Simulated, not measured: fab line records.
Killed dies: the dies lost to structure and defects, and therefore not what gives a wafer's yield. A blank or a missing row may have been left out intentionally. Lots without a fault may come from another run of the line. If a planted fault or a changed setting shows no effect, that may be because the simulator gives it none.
Matching of chambers -- flow sfq-line -- cmp-01 running SFQ_TRILAYER_I2_CMP_CMP_064: 4 sister chambers
The step polishes SiO2. 8 wafers are shown with their chamber, then 8 later ones without.

WAFERS, EACH WITH ITS CHAMBER
wafer,chamber,motor-current-A (A),time-to-endpoint-s (s)
L293.3,1,10.5,216
L296.5,0,8.1,224
L296.6,3,13.0,221
L298.6,2,8.1,222
L307.3,3,13.0,217
L307.1,2,8.3,210
L307.6,0,8.3,209
L309.1,1,9.9,220

WAFERS MISSING THEIR CHAMBER
wafer,motor-current-A (A),time-to-endpoint-s (s)
L309.4,8.4,221
L309.3,13.0,226
L311.4,10.3,232
L311.1,12.9,229
L311.5,8.2,217
L312.4,8.2,222
L312.2,10.2,220
L312.3,8.5,226

WHICH CHAMBER EACH WENT THROUGH
wafer,from the rows above,in truth
L309.4,can't be placed: 0 or 2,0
L309.3,3,3
L311.4,1,1
L311.1,3,3
L311.5,can't be placed: 0 or 2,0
L312.4,can't be placed: 0 or 2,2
L312.2,1,1
L312.3,can't be placed: 0 or 2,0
Correctly placed: 4 of 8. From these rows, 4 cannot be placed; in 4 the true chamber is one of the candidates. Placed wrongly: 0.
How it was worked out, from the rows above alone: a wafer's distance from a chamber is the root of the sum, over the readings, of the square of ((its reading less the chamber's mean) divided by the reading's scatter). The wafer belongs to the nearest chamber; if the next one is less than 2 further off, it can't be placed. The mean given for a chamber averages the wafers shown for that chamber. How the scatter is found: for the shown wafers, subtract from each reading the mean of its chamber, square and add these, divide the total by (wafers less chambers), then take the root.
